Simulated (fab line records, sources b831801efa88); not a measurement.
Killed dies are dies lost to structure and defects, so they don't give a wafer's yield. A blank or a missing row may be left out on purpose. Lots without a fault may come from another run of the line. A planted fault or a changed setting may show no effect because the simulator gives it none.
fab line records | flow gf180mcu | part 2 of 2: steps 25 to 33 of 33
record lots=5 wafers=15 last_day=33
route steps=602 shown V2@399 M3@409 V3@429
lots that met no fault: from a run of the same line without faults
start_h: hours from the record's first day to the start of the lot's first wafer shown | wait_h: hours since the lot's step before | " the same as in the row above | L1.1+2: a row that stands for several wafers | - no value, or no start given | * or withheld: withheld | < > ~ a bound
route shown NAME@n: a module of which the file shows steps, and the number in the route of the first | usual: mean/standard deviation of fault-free wafers | same: alike in all rows | chamber/n: place in a boat | sites: the reading at each site | _std_site: their standard deviation | _edge_site: outer sites' mean less inner sites' | radius_mm: how far each site lies from the wafer's centre | mask NAME#n: copy n | behind: the tool/chamber that last shaped the wafer | hold: why the lot was held/for how many hours/how that ended | device: the transistor (n, p or np) that didn't switch | end of line: the same wafers' tests at the end of the route | a step without rows: its recipe alone | killed: dies lost to structure and defects at the first sort, not the wafer's yield | map: a wafer's dies, x killed, . not, _ none there
set.NAME: the setting as run; set.NAME@STEP: as run at that earlier step | model.NAME: the simulator's own value behind a step, which no gauge read
lots at some steps of the route; a table a step, a row a wafer
services: from which hour (start_h, from the record's first day; less than 0 if before it) a tool's chamber was out of use, for how many hours, and why
## steps
# step GF_M3_CD_MEAS_14
# recipe target_cd_nm=280
# usual cd_nm=279.5/1.3
# columns lot.wafer tool chamber start_h wait_h cd_nm
L077.1 cd_sem-02 - 518.36 0.1 279.0
L077.3 " - " " 279.0
L077.6 " - " " 278.5
L084.3 cd_sem-01 - 573.45 0.1 280.6
L084.5 " - " " 280.0
L084.6 " - " " 281.0
L090.3 cd_sem-01 - 618.80 0.1 277.8
L090.4 " - " " 279.3
L090.6 " - " " 278.8
L091.1 cd_sem-02 - 629.71 0.1 279.2
L091.3 " - " " 279.3
L091.4 " - " " 279.7
L092.1 cd_sem-02 - 638.19 0.1 278.6
L092.2 " - " " 279.3
L092.4 " - " " 278.7
# step GF_M3_OVL_MEAS_15
# usual M3_OVL=-1/5.1
# columns lot.wafer tool chamber start_h wait_h M3_OVL[nm]
L077.1 overlay-01 - 518.48 0.1 -5
L077.3 " - " " 3
L077.6 " - " " 5
L084.3 overlay-01 - 573.54 0.1 -2
L084.5 " - " " 1
L084.6 " - " " -10
L090.3 overlay-02 - 618.89 0.1 -11
L090.4 " - " " -6
L090.6 " - " " 2
L091.1 overlay-02 - 629.83 0.1 -2
L091.3 " - " " 3
L091.4 " - " " 3
L092.1 overlay-02 - 638.31 0.1 -7
L092.2 " - " " 0
L092.4 " - " " -5
# step GF_M3_METAL_ETCH_16
# recipe chemistry=Cl2/BCl3 mask_material=KrF target_depth_nm=750.8 stop_on=SiO2 pressure_mtorr=8 icp_w=800 bias_w=140 Cl2_flow_sccm=80 bcl3_flow_sccm=40 time_s=125.1
# usual bias_w=140.0/0.37 drypump_motor_current_A=6.0/0.52 oes_product_au=0.988/0.0056 throttle_valve_pct=28.232/0.01
# columns lot.wafer tool chamber start_h wait_h bias_w drypump_motor_current_A oes_product_au rf_hours_counter_h throttle_valve_pct
L077.1 rie_metal-01 1 518.51 0.0 140.4 6.0 0.985 6 28.254
L077.3 " 0 " " 139.7 5.6 0.987 - 28.225
L077.6 " 0 " " 139.7 5.6 0.989 - 28.223
L084.3 rie_metal-02 0 573.62 0.1 139.6 6.7 0.990 - 28.226
L084.5 " 0 " " 139.4 6.7 0.986 - 28.232
L084.6 " 1 " " 140.3 5.2 0.983 - 28.229
L090.3 rie_metal-03 1 618.95 0.1 139.8 6.2 0.989 - 28.228
L090.4 " 0 " " 139.7 6.0 0.997 - 28.226
L090.6 " 1 " " 139.2 6.2 0.984 - 28.224
L091.1 rie_metal-02 0 629.86 0.0 140.2 6.7 0.990 10 28.221
L091.3 " 1 " " 139.8 5.2 0.987 - 28.247
L091.4 " 0 " " 139.6 6.7 0.992 - 28.233
L092.1 rie_metal-01 1 638.35 0.0 139.9 6.1 0.980 10 28.236
L092.2 " 0 " " 139.4 5.6 0.994 14 28.232
L092.4 " 1 " " 140.1 6.1 0.982 - 28.218
# step GF_M3_STRIP_17
# recipe chemistry=O2/N2 power_w=1400 pressure_mtorr=1500 platen_temp_c=250 o2_flow_sccm=3000 n2_flow_sccm=300 overash_fraction=0.5
# usual drypump_motor_current_A=5.7/0.49 heater_power_w=343/61 oes_product_au=0.537/0.005 strip_time_to_endpoint_s=7.39/0.043
# columns lot.wafer tool chamber start_h wait_h drypump_motor_current_A heater_power_w oes_product_au rf_hours_counter_h strip_time_to_endpoint_s
L077.1 plasma_asher-01 1 518.64 0.1 5.7 278 0.544 77 7.45
L077.3 " 1 " " 5.7 262 0.531 - 7.36
L077.6 " 1 " " 5.7 280 0.538 - 7.33
L084.3 plasma_asher-01 1 573.77 0.1 5.7 277 0.543 - 7.39
L084.5 " 0 " " 5.7 439 0.535 - 7.43
L084.6 " 1 " " 5.7 279 0.541 - 7.43
L090.3 plasma_asher-04 0 619.07 0.1 6.5 307 0.521 - 7.39
L090.4 " 1 " " 4.9 323 0.534 - 7.38
L090.6 " 0 " " 6.5 300 0.539 - 7.38
L091.1 plasma_asher-04 1 629.99 0.1 4.9 306 0.534 100 7.33
L091.3 " 1 " " 4.9 321 0.538 - 7.42
L091.4 " 0 " " 6.5 304 0.539 - 7.40
L092.1 plasma_asher-02 1 638.47 0.1 5.5 321 0.550 54 7.42
L092.2 " 0 " " 5.6 403 0.533 54 7.32
L092.4 " 1 " " 5.5 315 0.542 - 7.44
# step GF_M3_STRIP_18
# recipe chemistry=post_etch_residue_remover time_s=1200 temp_c=72.5
# columns lot.wafer tool chamber start_h wait_h
L077.1+3+6 wet_bench-01 0 518.74 0.1
L084.3+5+6 wet_bench-04 0 573.84 0.0
L090.3+4+6 wet_bench-04 2 619.14 0.0
L091.1+3+4 wet_bench-01 0 630.09 0.1
L092.1+2+4 wet_bench-03 0 638.57 0.1
# step GF_M3_CLEAN_19
# recipe chemistry=DIW dry=n2_spin
# columns lot.wafer tool chamber start_h wait_h
L077.1+3+6 wet_bench-03 0 519.08 0.0
L084.3+5+6 wet_bench-03 3 574.24 0.0
L090.3+4+6 wet_bench-01 2 619.48 0.0
L091.1+3+4 wet_bench-03 0 630.46 0.0
L092.1+2+4 wet_bench-04 3 638.95 0.0
# step GF_V3_CVD_00
# recipe material=SiO2 target_thk_nm=600 sigma_open_frac=0.3 temp_c=400 time_s=100 sih4_flow_sccm=60 pressure_mtorr=6
# usual sih4_flow_sccm=59.99/0.18
# columns lot.wafer tool chamber start_h wait_h sih4_flow_sccm
L077.1 hdpcvd-01 2 519.17 0.0 59.93
L077.3 " 1 " " 59.79
L077.6 " 1 " " 59.98
L084.3 hdpcvd-01 2 574.34 0.0 59.88
L084.5 " 1 " " 60.44
L084.6 " 0 " " 60.10
L090.3 hdpcvd-01 0 619.57 0.0 59.78
L090.4 " 1 " " 60.23
L090.6 " 2 " " 59.96
L091.1 hdpcvd-02 0 630.55 0.0 59.79
L091.3 " 2 " " 59.89
L091.4 " 1 " " 60.07
L092.1 hdpcvd-02 1 639.05 0.0 60.03
L092.2 " 0 " " 60.31
L092.4 " 2 " " 60.34
# step GF_V3_THK_MEAS_01
# recipe reads=SiO2_of_V3_CVD_00
# usual V3_CVD_00_THK=601/6
# columns lot.wafer tool chamber start_h wait_h V3_CVD_00_THK[nm]
L077.1 film_metro-02 - 519.25 0.0 606
L077.3 " - " " 609
L077.6 " - " " 606
L084.3 film_metro-04 - 574.44 0.1 596
L084.5 " - " " 598
L084.6 " - " " 598
L090.3 film_metro-04 - 619.67 0.1 597
L090.4 " - " " 598
L090.6 " - " " 603
L091.1 film_metro-04 - 630.63 0.0 600
L091.3 " - " " 599
L091.4 " - " " 605
L092.1 film_metro-04 - 639.12 0.0 604
L092.2 " - " " 606
L092.4 " - " " 603
# step GF_V3_CVD_02
# recipe material=SiO2 target_thk_nm=850 precursor=TEOS temp_c=400 time_s=94.851 rf_w=600
# usual heater_power_w=647/130
# columns lot.wafer tool chamber start_h wait_h heater_power_w
L077.1 pecvd-01 2 519.31 0.1 591
L077.3 " 0 " " 487
L077.6 " 1 " " 570
L084.3 pecvd-01 2 574.48 0.0 578
L084.5 " 0 " " 509
L084.6 " 1 " " 569
L090.3 pecvd-01 1 619.71 0.0 526
L090.4 " 2 " " 632
L090.6 " 0 " " 469
L091.1 pecvd-02 0 630.69 0.1 708
L091.3 " 1 " " 488
L091.4 " 0 " " 711
L092.1 pecvd-01 2 639.18 0.1 623
L092.2 " 0 " " 477
L092.4 " 2 " " 647
## services
# columns tool chamber start_h hours kind
krf_scanner-02 - 479.48 0.8 pm
rie_diel-01 - 495.86 0.1 repair
plasma_asher-01 - 497.25 15.6 pm
krf_scanner-02 - 507.67 1.3 pm
hdpcvd-01 - 507.93 5.5 pm
pvd_sputter-04 - 510.33 2.0 repair
pecvd-01 - 513.72 5.5 pm
cvd_w-02 - 514.82 2.8 pm
plasma_asher-01 - 519.27 1.7 repair
krf_scanner-02 - 535.24 3.0 pm
wet_bench-03 - 536.83 4.5 repair
pvd_sputter-01 - 538.21 3.4 repair
hdpcvd-01 - 539.25 15.0 pm
rie_diel-01 - 543.99 0.2 repair
wet_bench-04 - 548.81 5.2 repair
wet_bench-03 - 550.46 1.6 repair
rie_diel-01 3 551.58 6.4 repair
hdpcvd-01 - 554.25 14.6 pm
wet_bench-01 - 563.99 6.5 repair
pvd_sputter-04 - 565.47 3.3 repair
pecvd-01 - 576.23 1.3 repair
cvd_w-02 0 587.68 7.6 repair
plasma_asher-01 - 622.39 2.8 pm
plasma_asher-01 - 632.18 50.7 repair
